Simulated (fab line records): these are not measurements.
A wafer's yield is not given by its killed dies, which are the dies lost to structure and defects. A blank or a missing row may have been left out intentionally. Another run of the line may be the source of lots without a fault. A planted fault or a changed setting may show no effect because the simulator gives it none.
Matching of chambers    flow gf180mcu    GF_STI_ETCH_14 on rie-si-01: 4 sister chambers
The step etches Si in HBr/Cl2/O2, target depth 360 nm, time 102.9 s. 8 wafers are shown with their chamber, then 7 later ones without.

EACH WAFER AND ITS CHAMBER
wafer   chamber  oes-product-au (a.u.)  throttle-valve-pct (%)
L107.2  1        0.994                  25.668
L107.5  0        1.014                  25.641
L107.6  1        0.994                  25.651
L116.4  3        0.989                  25.666
L116.5  0        1.036                  25.623
L116.6  3        0.995                  25.644
L118.3  2        1.001                  25.657
L118.5  2        0.999                  25.671

WAFERS MISSING THEIR CHAMBER
wafer   oes-product-au (a.u.)  throttle-valve-pct (%)
L118.6  0.989                  25.670
L119.2  1.011                  25.655
L119.3  0.988                  25.666
L119.4  0.988                  25.681
L120.1  0.989                  25.654
L120.5  0.986                  25.659
L120.6  1.014                  25.644

CHAMBER TAKEN BY EACH
wafer   from the rows above                in truth
L118.6  can't be placed: 1 or 3 or 2       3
L119.2  can't be placed: 2 or 1 or 3 or 0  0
L119.3  can't be placed: 1 or 3 or 2       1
L119.4  can't be placed: 1 or 2 or 3       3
L120.1  can't be placed: 3 or 1 or 2       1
L120.5  can't be placed: 3 or 1 or 2       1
L120.6  can't be placed: 0 or 2 or 1 or 3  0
Correct placement for 0 of the 7. Can't be placed from these rows: 7 (the true chamber is among the candidates in 7). Wrongly placed: 0.
How it was worked out, from the rows above alone: a wafer's distance from a chamber is the root of the sum, over the readings, of the square of ((its reading less the chamber's mean) divided by the reading's scatter). If the next closest chamber is less than 2 further off than the closest, the wafer can't be placed; otherwise it belongs to the closest. Each chamber's mean is taken over the wafers shown for it. The scatter: the root of (the sum of the squares of (reading less its chamber's mean) over the shown wafers, divided by (wafers less chambers)).
